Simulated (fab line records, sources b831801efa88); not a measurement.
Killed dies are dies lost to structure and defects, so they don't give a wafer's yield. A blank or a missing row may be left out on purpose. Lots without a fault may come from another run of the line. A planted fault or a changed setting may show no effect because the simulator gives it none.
Which tool did it? | flow gf180mcu | 24 lots, 72 wafers sampled, at 6 steps of a route of 602

WHAT THE GAUGES READ, wafer by wafer
GF_CONTACT_CD_MEAS_14: target cd 220 nm. Usual: cd_nm 219.5 nm, standard deviation 1.5.
lot  | measured     | on        | cd_nm (nm)        | flag
L074 | day 16 03:54 | cd_sem-02 | 217.8 219.8 217.3 |
L075 | day 16 16:11 | cd_sem-02 | 217.9 217.9 217.2 |
L076 | day 16 21:20 | cd_sem-02 | 220.0 220.4 221.6 |
L077 | day 17 09:28 | cd_sem-02 | 221.2 219.6 220.8 |
L078 | day 18 00:14 | cd_sem-01 | 220.0 220.8 219.7 |
L079 | day 18 02:16 | cd_sem-01 | 219.1 217.7 219.3 |
L080 | day 18 15:34 | cd_sem-02 | 222.0 222.6 222.8 |
L081 | day 19 03:13 | cd_sem-01 | 220.0 219.9 221.3 |
L082 | day 19 03:41 | cd_sem-01 | 220.1 219.8 220.1 |
L084 | day 19 20:29 | cd_sem-02 | 217.7 218.1 217.3 |
L083 | day 19 22:02 | cd_sem-02 | 218.3 217.9 218.0 |
L085 | day 20 16:13 | cd_sem-02 | 221.4 223.0 222.8 |
L086 | day 20 19:47 | cd_sem-02 | 218.4 220.5 220.1 |
L087 | day 21 05:14 | cd_sem-02 | 220.7 219.3 218.5 |
L088 | day 21 09:05 | cd_sem-02 | 218.8 220.6 220.3 |
L089 | day 21 16:35 | cd_sem-01 | 218.9 219.4 219.7 |
L090 | day 21 21:52 | cd_sem-01 | 216.6 217.1 217.3 |
L091 | day 22 05:20 | cd_sem-01 | 217.4 219.5 218.5 |
L092 | day 22 17:10 | cd_sem-01 | 219.2 218.6 220.6 |
L093 | day 23 04:13 | cd_sem-01 | 220.3 219.8 220.1 |
L094 | day 23 09:58 | cd_sem-02 | 219.3 219.6 219.6 |
L095 | day 23 15:40 | cd_sem-02 | 217.7 218.1 219.2 |
L096 | day 24 10:37 | cd_sem-01 | 218.9 219.5 219.7 |
L097 | day 24 13:40 | cd_sem-01 | 218.0 220.4 221.0 |

GF_V1_CD_MEAS_14: target cd 260 nm. Usual: cd_nm 259.7 nm, standard deviation 1.2.
lot  | measured     | on        | cd_nm (nm)        | flag
L074 | day 18 05:16 | cd_sem-02 | 259.2 260.7 260.6 |
L075 | day 18 18:01 | cd_sem-01 | 261.2 259.9 259.8 |
L076 | day 18 23:09 | cd_sem-02 | 257.6 257.1 256.5 |
L077 | day 19 12:15 | cd_sem-02 | 261.8 261.3 261.0 |
L078 | day 20 02:45 | cd_sem-02 | 259.5 258.9 259.0 |
L079 | day 20 04:37 | cd_sem-02 | 259.3 259.9 258.7 |
L080 | day 21 00:10 | cd_sem-01 | 260.8 259.7 260.0 |
L081 | day 21 07:08 | cd_sem-02 | 259.7 260.3 260.0 |
L082 | day 21 07:16 | cd_sem-01 | 260.5 259.2 257.9 |
L084 | day 21 22:11 | cd_sem-02 | 257.6 258.4 258.9 |
L083 | day 22 01:44 | cd_sem-02 | 259.8 259.8 260.4 |
L085 | day 22 18:05 | cd_sem-01 | 259.4 257.6 259.0 |
L086 | day 22 21:43 | cd_sem-02 | 256.8 259.4 258.8 |
L087 | day 23 07:19 | cd_sem-01 | 261.0 260.9 260.6 |
L088 | day 23 10:19 | cd_sem-01 | 260.3 261.2 260.1 |
L089 | day 23 17:05 | cd_sem-02 | 259.5 258.8 260.5 |
L090 | day 23 21:17 | cd_sem-02 | 262.7 262.9 262.9 |
L091 | day 24 05:56 | cd_sem-02 | 259.0 258.8 259.3 |
L092 | day 24 17:26 | cd_sem-02 | 258.8 258.7 258.6 |
L093 | day 25 03:22 | cd_sem-01 | 260.7 259.0 258.8 |
L094 | day 25 08:55 | cd_sem-01 | 259.6 260.6 260.0 |
L095 | day 25 15:14 | cd_sem-01 | 260.0 260.9 261.2 |
L096 | day 26 10:17 | cd_sem-01 | 258.3 258.4 258.0 |
L097 | day 26 11:50 | cd_sem-01 | 260.3 259.7 259.5 |

GF_V3_THK_MEAS_01. Usual: V3_CVD_00_THK 601 nm, standard deviation 4.7.
lot  | measured     | on            | V3_CVD_00_THK (nm) | flag
L074 | day 21 11:44 | film_metro-04 | 600 603 597        |
L075 | day 22 00:31 | film_metro-02 | 607 611 607        |
L076 | day 22 04:46 | film_metro-04 | 597 608 599        |
L077 | day 22 18:38 | film_metro-01 | 592 592 604        |
L078 | day 23 07:03 | film_metro-04 | 602 600 598        |
L079 | day 23 09:28 | film_metro-01 | 602 613 606        |
L080 | day 24 04:25 | film_metro-02 | 598 606 600        |
L081 | day 24 09:23 | film_metro-04 | 595 596 600        |
L082 | day 24 11:12 | film_metro-02 | 604 604 598        |
L084 | day 24 23:38 | film_metro-02 | 604 601 603        |
L083 | day 25 03:51 | film_metro-04 | 596 597 598        |
L085 | day 25 18:24 | film_metro-01 | 601 596 603        |
L086 | day 25 21:36 | film_metro-01 | 601 601 603        |
L087 | day 26 07:09 | film_metro-04 | 604 598 606        |
L088 | day 26 11:14 | film_metro-02 | 606 608 600        |
L089 | day 26 15:45 | film_metro-01 | 592 595 594        |
L090 | day 26 19:47 | film_metro-02 | 596 600 594        |
L091 | day 27 03:50 | film_metro-02 | 600 601 592        |
L092 | day 27 14:28 | film_metro-02 | 599 594 607        |
L093 | day 28 00:10 | film_metro-04 | 598 596 598        |
L094 | day 28 04:57 | film_metro-02 | 606 609 600        |
L095 | day 28 10:18 | film_metro-02 | 603 602 593        |
L096 | day 29 04:51 | film_metro-02 | 603 607 610        |
L097 | day 29 05:28 | film_metro-01 | 603 604 602        |

GF_V3_THK_MEAS_25: measures by xrf. Usual: V3_W_THK 351 nm, standard deviation 4.1.
lot  | measured     | on            | V3_W_THK (nm) | flag
L074 | day 22 12:43 | film_metro-04 | 345 347 342   |
L075 | day 23 01:22 | film_metro-04 | 348 343 345   |
L076 | day 23 05:23 | film_metro-02 | 354 351 349   |
L077 | day 23 19:02 | film_metro-04 | 350 351 354   |
L078 | day 24 06:59 | film_metro-01 | 355 354 351   |
L079 | day 24 09:34 | film_metro-01 | 356 353 354   |
L080 | day 25 03:55 | film_metro-02 | 351 350 347   |
L081 | day 25 09:17 | film_metro-04 | 349 345 348   |
L082 | day 25 11:10 | film_metro-04 | 344 345 342   |
L084 | day 25 22:10 | film_metro-04 | 346 346 346   |
L083 | day 26 02:28 | film_metro-01 | 356 355 359   |
L085 | day 26 17:05 | film_metro-01 | 351 354 356   |
L086 | day 26 20:32 | film_metro-01 | 350 347 352   |
L087 | day 27 05:50 | film_metro-02 | 354 354 354   |
L088 | day 27 09:39 | film_metro-01 | 352 356 356   |
L089 | day 27 14:07 | film_metro-01 | 357 356 353   |
L090 | day 27 17:53 | film_metro-04 | 352 349 349   |
L091 | day 28 01:47 | film_metro-02 | 351 353 348   |
L092 | day 28 12:14 | film_metro-02 | 356 356 355   |
L093 | day 28 21:11 | film_metro-02 | 353 349 350   |
L094 | day 29 02:14 | film_metro-01 | 351 349 348   |
L095 | day 29 07:05 | film_metro-02 | 354 353 353   |
L096 | day 30 01:35 | film_metro-04 | 352 347 353   |
L097 | day 30 02:17 | film_metro-04 | 357 355 352   |

WHICH TOOL RAN EACH LOT (tool, then ch and the chambers of the sampled wafers, then the start)
lot  | GF_V2_SPUTTER_22             | GF_V2_CVD_23
L074 | pvd_sputter-01, day 20 09:38 | cvd_w-01 ch 0,1, day 20 09:42
L075 | pvd_sputter-02, day 20 22:57 | cvd_w-01 ch 0,1, day 20 22:59
L076 | pvd_sputter-01, day 21 04:00 | cvd_w-02 ch 0, day 21 04:02
L077 | pvd_sputter-01, day 21 17:23 | cvd_w-02 ch 0,1, day 21 17:28
L078 | pvd_sputter-01, day 22 06:13 | cvd_w-02 ch 0,1, day 22 06:16
L079 | pvd_sputter-02, day 22 08:12 | cvd_w-01 ch 0,1, day 22 08:14
L080 | pvd_sputter-01, day 23 04:16 | cvd_w-01 ch 0,1, day 23 04:18
L081 | pvd_sputter-02, day 23 10:04 | cvd_w-02 ch 0,1, day 23 10:07
L082 | pvd_sputter-04, day 23 10:47 | cvd_w-01 ch 0,1, day 23 10:49
L084 | pvd_sputter-02, day 23 23:36 | cvd_w-02 ch 0,1, day 23 23:38
L083 | pvd_sputter-01, day 24 04:04 | cvd_w-01 ch 0,1, day 24 04:05
L085 | pvd_sputter-02, day 24 19:34 | cvd_w-01 ch 0,1, day 24 19:37
L086 | pvd_sputter-02, day 24 22:22 | cvd_w-01 ch 0,1, day 24 22:27
L087 | pvd_sputter-01, day 25 07:46 | cvd_w-02 ch 0,1, day 25 07:48
L088 | pvd_sputter-02, day 25 12:07 | cvd_w-02 ch 0,1, day 25 12:09
L089 | pvd_sputter-04, day 25 16:59 | cvd_w-01 ch 0,1, day 25 17:02
L090 | pvd_sputter-02, day 25 20:53 | cvd_w-01 ch 0,1, day 25 20:56
L091 | pvd_sputter-04, day 26 04:43 | cvd_w-01 ch 0,1, day 26 04:45
L092 | pvd_sputter-04, day 26 16:02 | cvd_w-02 ch 0,1, day 26 16:05
L093 | pvd_sputter-02, day 27 01:57 | cvd_w-02 ch 0,1, day 27 02:02
L094 | pvd_sputter-01, day 27 07:02 | cvd_w-01 ch 0,1, day 27 07:05
L095 | pvd_sputter-01, day 27 13:01 | cvd_w-01 ch 0, day 27 13:03
L096 | pvd_sputter-01, day 28 07:43 | cvd_w-01 ch 0,1, day 28 07:45
L097 | pvd_sputter-04, day 28 08:24 | cvd_w-01 ch 0,1, day 28 08:26
- GF_V2_SPUTTER_22: material TiN, target thk 10 nm, time 40 s.
- GF_V2_CVD_23: deposits W, target thk 350 nm, time 104.94 s.

WHAT THE TOOLS THEMSELVES READ (means of the sampled wafers that have a number; where no wafer has one, the mark that the record gives instead)
GF_V2_SPUTTER_22. Usual: throttle_valve_pct 30.4 %, standard deviation 1.2.
lot  | tool           | throttle_valve_pct (%) | flag
L074 | pvd_sputter-01 | 30.5                   |
L075 | pvd_sputter-02 | 30.8                   |
L076 | pvd_sputter-01 | 30.3                   |
L077 | pvd_sputter-01 | 30.4                   |
L078 | pvd_sputter-01 | 30.4                   |
L079 | pvd_sputter-02 | 29.9                   |
L080 | pvd_sputter-01 | 30.2                   |
L081 | pvd_sputter-02 | 30.5                   |
L082 | pvd_sputter-04 | 30.9                   |
L084 | pvd_sputter-02 | 30.6                   |
L083 | pvd_sputter-01 | 30.6                   |
L085 | pvd_sputter-02 | 30.5                   |
L086 | pvd_sputter-02 | 31.5                   |
L087 | pvd_sputter-01 | 30.2                   |
L088 | pvd_sputter-02 | 30.6                   |
L089 | pvd_sputter-04 | 30.9                   |
L090 | pvd_sputter-02 | 29.8                   |
L091 | pvd_sputter-04 | 29.2                   |
L092 | pvd_sputter-04 | 28.3                   |
L093 | pvd_sputter-02 | 29.6                   |
L094 | pvd_sputter-01 | 30.4                   |
L095 | pvd_sputter-01 | 30.6                   |
L096 | pvd_sputter-01 | 30.5                   |
L097 | pvd_sputter-04 | 29.8                   |

GF_V2_CVD_23. Usual: heater_power_w 890 W, standard deviation 120.
lot  | tool     | heater_power_w (W) | flag
L074 | cvd_w-01 | 793                |
L075 | cvd_w-01 | 806                |
L076 | cvd_w-02 | 980                |
L077 | cvd_w-02 | 1022               |
L078 | cvd_w-02 | 1005               |
L079 | cvd_w-01 | 812                |
L080 | cvd_w-01 | 820                |
L081 | cvd_w-02 | 1011               |
L082 | cvd_w-01 | 813                |
L084 | cvd_w-02 | 1004               |
L083 | cvd_w-01 | 800                |
L085 | cvd_w-01 | 819                |
L086 | cvd_w-01 | 789                |
L087 | cvd_w-02 | 1003               |
L088 | cvd_w-02 | 1043               |
L089 | cvd_w-01 | 810                |
L090 | cvd_w-01 | 806                |
L091 | cvd_w-01 | 817                |
L092 | cvd_w-02 | 1004               |
L093 | cvd_w-02 | 1046               |
L094 | cvd_w-01 | 820                |
L095 | cvd_w-01 | 841                |
L096 | cvd_w-01 | 826                |
L097 | cvd_w-01 | 795                |

THE ANSWER, worked out from the rows above alone
Rule: a lot is off if the mean of its wafers that have a number lies more than 3 standard deviations from the usual mean. A lot without any number at a reading at which 4 lots or more have one is off too. The other lots that the step has rows for count as sound. The gauges are gone through in route order, then the tools' own readings, and for those a lot's mean is taken as printed above. The first step at which some lot is off is used, and at that step the reading that is off furthest; a lot without a number counts as furthest.
No lot is off at any reading shown: from this, nothing can be told.

WHAT THE SIMULATOR HAD PUT IN
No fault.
